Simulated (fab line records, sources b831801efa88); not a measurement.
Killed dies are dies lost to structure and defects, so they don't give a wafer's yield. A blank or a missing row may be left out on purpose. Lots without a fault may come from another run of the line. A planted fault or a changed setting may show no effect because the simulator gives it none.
One fault seen from 2 desks | flow gf180mcu | each desk has only its own numbers; what lay behind them comes last

THE TOOL OWNER'S DESK: rie_diel-02
The tool's own readings at GF_V3_ETCH_17 (etches SiO2 in C4F8/O2/Ar, stops on TiN, target depth 635 nm): means of the sampled wafers that have a number, for each lot that ran on this tool. A lot is out of limits, marked OUT, if its mean lies more than 4 standard deviations from the usual mean; the brackets give that distance.
Columns: A = bias_w at GF_V3_ETCH_17, usual 1200 W; B = oes_product_au at GF_V3_ETCH_17, usual 0.855 a.u.
lot  | first seen here | A               | B
L983 | day 24 07:00    | 1202            | 0.853
L988 | day 25 20:00    | 1227 (+7.6) OUT | 0.858
L989 | day 26 03:00    | 1214 (+4.1) OUT | 0.858
L991 | day 26 16:00    | 1213            | 0.854
This desk's finding: out of limits on L988, L989; first on L988, day 25 20:00 (bias_w at GF_V3_ETCH_17). In limits: L983, L991.

THE METROLOGY DESK
What the gauges read, lot by lot, whatever tool the lot ran on: means of the sampled wafers that have a number. A lot is out of limits, marked OUT, if its mean lies more than 4 standard deviations from the usual mean; the brackets give that distance.
Columns: A = V3_BOW at GF_V3_BOW_MEAS_05, usual 117 um; B = cd_nm at GF_V3_CD_MEAS_14, usual 259.7 nm; C = V3_OVL at GF_V3_OVL_MEAS_15, usual 4 nm
lot  | first seen here | A   | B     | C
L982 | day 22 22:11    | 109 | 259.7 | 5
L983 | day 23 09:05    | 121 | 261.1 | 3
L988 | day 24 23:16    | 117 | 261.2 | 5
L989 | day 25 07:11    | 118 | 260.6 | -1
L991 | day 25 19:12    | 111 | 259.2 | 8
L994 | day 26 15:37    | 123 | 259.9 | 2
L995 | day 26 23:07    | 111 | 258.9 | 4
This desk's finding: nothing out of limits on any of the 7 lots.

PUT TOGETHER
The tool owner's desk could have raised an alarm at day 25 20:00, on L988, L989.
The metrology desk saw nothing out of limits.
The metrology desk has L988, L989 on record, within its limits.
Of the lots named, all ran GF_V3_ETCH_17 on rie_diel-02.

WHAT THE SIMULATOR HAD PUT IN
Process parameter drift: rie_diel-02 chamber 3, from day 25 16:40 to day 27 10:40, at GF_V3_ETCH_17. Setting bias_w, moved by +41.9, from 1200. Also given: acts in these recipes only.
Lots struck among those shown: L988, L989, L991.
Hours from the fault's start to each desk's first reading out of limits: the tool owner's desk, 3.
